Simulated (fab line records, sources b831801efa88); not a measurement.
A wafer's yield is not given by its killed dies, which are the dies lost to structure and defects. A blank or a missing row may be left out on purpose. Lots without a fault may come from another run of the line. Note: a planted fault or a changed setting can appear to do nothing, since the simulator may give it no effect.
Which tool is to blame? ; flow gf180mcu ; 6 lots with 18 wafers sampled at 2 steps, on a route of 602 steps

WHAT THE GAUGES SHOWED, per wafer
GF_DUAL_GATE_THK_MEAS_03.
lot;measured;on;DUAL_GATE_OXIDATION_00_THK (nm)
L938;day 8 04:53;film_metro-04;10.68 10.66 10.83
L940;day 8 18:34;film_metro-04;10.91 10.76 10.73
L946;day 10 09:44;film_metro-04;12.37 12.16 12.18
L954;day 12 16:13;film_metro-01;10.66 10.54 10.74
L956;day 13 04:58;film_metro-02;10.40 10.69 10.50
L958;day 13 22:14;film_metro-04;10.88 10.89 10.83

WHICH TOOL RAN EACH LOT (tool, then ch and the chambers of the sampled wafers, then the start)
lot;GF_DUAL_GATE_OXIDATION_02
L938;furnace-02 ch 0, day 8 03:26
L940;furnace-02 ch 0, day 8 17:08
L946;furnace-02 ch 0, day 10 08:16
L954;furnace-01 ch 0, day 12 14:46
L956;furnace-01 ch 0, day 13 03:31
L958;furnace-01 ch 0, day 13 20:47
- GF_DUAL_GATE_OXIDATION_02: stabilise 600 s, purge 300 s, target thk 10.887 nm.

THE ANSWER, worked out from the rows above alone
Rule: the usual values come from the lots themselves. The widest of any qualifying gaps counts: lots, ordered by their means at a reading, are off when they make up no more than a third of the lots, leave a main group of 4 or more, and stand apart from it by 3 or more times the standard deviation of that group's means. A main group is skipped when, at the precision printed for the reading in the tables above, its means are all equal. Also off: a lot with no number at a reading for which 4 or more lots have one. Any other lot the step has rows for is counted as sound.
Off: at GF_DUAL_GATE_THK_MEAS_03 (DUAL_GATE_OXIDATION_00_THK), L946. The main group has a mean of 10.71 nm with a standard deviation of 0.12.
A tool fits if, at a process step before that reading, it ran every lot that is off, and no sound lot after the first of them. Gauges at GF_DUAL_GATE_THK_MEAS_03: tried the same way as those tools. One fits: furnace-02 at GF_DUAL_GATE_OXIDATION_02. Its last sound lot is L940 (day 8 17:08), its first lot that is off L946 (day 10 08:16): a fault that began between those two fits.

WHAT THE SIMULATOR HAD INSERTED
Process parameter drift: furnace-02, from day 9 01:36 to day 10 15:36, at GF_DUAL_GATE_OXIDATION_02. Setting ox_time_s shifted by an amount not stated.
Lots struck among those shown: L946. The rule above reached the same finding.
